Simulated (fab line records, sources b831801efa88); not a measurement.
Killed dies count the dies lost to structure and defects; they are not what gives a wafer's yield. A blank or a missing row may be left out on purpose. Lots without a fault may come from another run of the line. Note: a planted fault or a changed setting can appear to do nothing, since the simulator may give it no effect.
Problem report, 8D (eight disciplines) form, completed by code -- flow gf180mcu -- the parts of the form that need people (team, actions taken, sign-off) are left out

## 1. THE ISSUE
DNWELL_TW at GF_DNWELL_TW_MEAS_09 reads a mean of 1220 on 6 wafers of 2 lots; wafers without a fault read 1356 with a standard deviation of 8.4. That is -16 standard deviations from the usual mean.
The first sign was on wafer L135.4 at day 7 09:54, on film-metro-02. The record holds 39 wafers of 13 lots with a number at this step. Rule for "out" (also "out of limits"): further than 4 standard deviations from the usual mean. The other wafers with a number count as sound.

## 2. WHAT IT IS, AND WHAT IT ISN'T
question,is,is not
which readings at this step,DNWELL_TW,-
which lots,"L135, L136","L115, L116, L117, L118, L120, L121, L124, L125, L126, L128, L137"
which wafers of those lots,all that have a number,-
read on which gauges,film-metro-02,"film-metro-03, film-metro-04"
when,from day 7 09:54,up to then (30 sound wafers); but 3 sound wafers of L137 came after

## 3. WHAT RULES OUT EACH SUSPECT
Counting: a tool at any process step up to the reading remains a suspect when it ran all the lots that are out and ran no sound lot after the first of those.
- the gauge at GF_DNWELL_TW_MEAS_09 has been ruled out. All the wafers that are out were read on film-metro-02, but those of them that GF_DNWELL_IMPLANT_07 has rows for are out there too, on other tools.
- implanter-01 at GF_DNWELL_IMPLANT_07: kept. Every lot that is out went through it, starting with L135 (day 7 09:42), and after that it ran no sound lot; the last sound lot it ran before then is L128 (day 5 22:04). Its own readings are out on those wafers: dose-ions-cm2, faraday-current-uA.
Remaining after the count: implanter-01 at GF_DNWELL_IMPLANT_07.

## 4. THE CAUSE (what the simulator had put in)
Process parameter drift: implanter-01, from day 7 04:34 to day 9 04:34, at GF_DNWELL_IMPLANT_07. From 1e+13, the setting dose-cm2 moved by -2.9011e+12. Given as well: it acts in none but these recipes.
Only this tool survived the counting.

## 5. THE EFFECT CHAIN, in route order
Each row: a reading whose mean over the struck wafers that have a number lies more than 3 standard deviations from the usual. Only readings for which the record gives a usual standard deviation are gone through. hours: the time from each lot's start at the first step in this table that gives one to its start at this step, as a median over the lots. sigmas: the change in usual standard deviations.
hours,step,reading,usual,on struck wafers,change,sigmas
0,GF_DNWELL_IMPLANT_07,dose-ions-cm2,9.999e+12,7.093e+12,-2.906e+12,-99 or more
0,GF_DNWELL_IMPLANT_07,faraday-current-uA,56.5,40.1,-16.4,-14
0,GF_DNWELL_TW_MEAS_09,DNWELL_TW,1356,1220,-136,-16
The process steps in it:
- GF_DNWELL_IMPLANT_07
Later measuring or inspecting steps at which every struck wafer that the step has a row for has a number for every such reading, and none has moved that far: GF_NWELL_OVL_MEAS_07.

## 6. WHAT WOULD HAVE CAUGHT IT SOONER
The first out-of-limits reading at a measuring or inspecting step in this record came at day 7 09:54, 5 hours after the fault's start at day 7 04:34.
At GF_DNWELL_IMPLANT_07, the tool's own readings (dose-ions-cm2, faraday-current-uA) were out on each struck wafer the step has a row for, so an alarm limit on them would have fired on the first such wafer.
Lots out: 2; of these, L136 started GF_DNWELL_IMPLANT_07 on implanter-01 after day 7 09:54. A hold on the tool at that time would have spared it.
